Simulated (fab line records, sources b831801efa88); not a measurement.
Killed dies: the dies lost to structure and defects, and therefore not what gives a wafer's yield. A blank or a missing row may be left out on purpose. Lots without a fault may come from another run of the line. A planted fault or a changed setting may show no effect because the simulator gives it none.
Comparing a struck lot with a sound one -- flow sky130 -- 15 out of 708 route steps
Sound: these wafers, L199.1, L199.2, L199.3. Wafers L191.1, L191.2, L191.4 were the ones struck. At the end, the cause is stated.
Per side, at each step with rows, come the tool, then ch with its chambers, and then its first start. Under that, the readings that differ: sound wafers -- struck wafers -- difference of the means -- sigmas: that difference in standard deviations of wafers without a fault.
alike: readings whose means differ by less than 2 such deviations, and words and numbers that are the same on both sides. not compared: withheld readings, readings that some wafer has no value for, bounds like >300 that may hide the same value, and numbers for which the record gives no deviation and whose values overlap.
A row with sigmas, a row that says differs or no value, or rows on one side alone: a step with any of these is where the two part. Numbers that don't overlap but have no deviation are shown without sigmas and don't part them. Lack of a reading on every wafer of one side parts them only where that side has two or more wafers.

first, 2 steps without rows for these wafers: SKY_METAL2_CLEAN_23 (cleans in O3/DIW); SKY_VIA2_HDPCVD_00 (deposits SiO2, target thk 1180 nm, time 196.7 s).
SKY_VIA2_THK_MEAS_01:
  sound on film metro-01 at day 40 03:56; struck on film metro-02 at day 37 18:54
  alike: VIA2_HDPCVD_THK
SKY_VIA2_CMP_02: polishes SiO2.
  sound on cmp-02 ch 0,1,2, day 40 04:02; struck on cmp-02 ch 0,1,2, day 37 18:58
  alike: motor current A, slurry filter dp kPa
SKY_VIA2_BOW_MEAS_03:
  sound on film metro-02 at day 40 04:17; struck on film metro-03 at day 37 19:16
  alike: VIA2_BOW
then, 7 steps without rows for these wafers: SKY_VIA2_DEHYDRATE_04 (time 60 s); SKY_VIA2_HMDS_05 (prime time 60 s); SKY_VIA2_COAT_06 (resist thk 60 nm); SKY_VIA2_COAT_07 (resist thk 450 nm); SKY_VIA2_SOFTBAKE_08 (time 90 s); SKY_VIA2_EXPOSE_09 (exposes mask VIM2, target cd 200 nm); SKY_VIA2_PEB_10.
SKY_VIA2_DEVELOP_11: develop time 60 s.
  sound on litho track-03 ch 0, day 41 03:00; struck on litho track-02 ch 0, day 38 21:00
reading,sound,struck,difference,sigmas
developer temp C (C),20.88 20.94 20.99,20.31 20.33 20.38,-0.60,-6
  alike: exhaust pa, resist line temp C
SKY_VIA2_CD_MEAS_12: the cd target is 200 nm.
  sound on cd sem-01 at day 41 04:04; struck on cd sem-02 at day 38 21:16
reading,sound,struck,difference,sigmas
cd nm (nm),201.3 202.1 202.1,197.8 197.6 198.3,-3.9,-3
-- the record jumps here: 9 days lie between the struck wafers' starts before and after (it left off in module VIA2 and takes up again in module PAD_OPEN, whose first step shown is number 708 of the route) --
SKY_PAD_OPEN_PROBE_99:
  sound on prober-01 at day 49 13:55; struck on prober-01 at day 47 22:23
  alike: defect limited yield, killed_at_M0_to_M3, killed_at_M4_up, killed at contacts, killed at front end, killed at other, killed dies, killed open, killed short, sort_bin_3_pad_short, sort_bin_5_function, sort_bin_6_memory, sort n pass, sort yield pct

== WHERE THEY PART ==
At SKY_VIA2_DEVELOP_11 first; at SKY_VIA2_CD_MEAS_12 last (within this record only). Later steps at which nothing parts them and some readings are alike: SKY_PAD_OPEN_PROBE_99.

WHY: whatever the simulator had introduced
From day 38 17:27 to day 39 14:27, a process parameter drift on litho track-02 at SKY_VIA2_DEVELOP_11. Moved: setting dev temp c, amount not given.
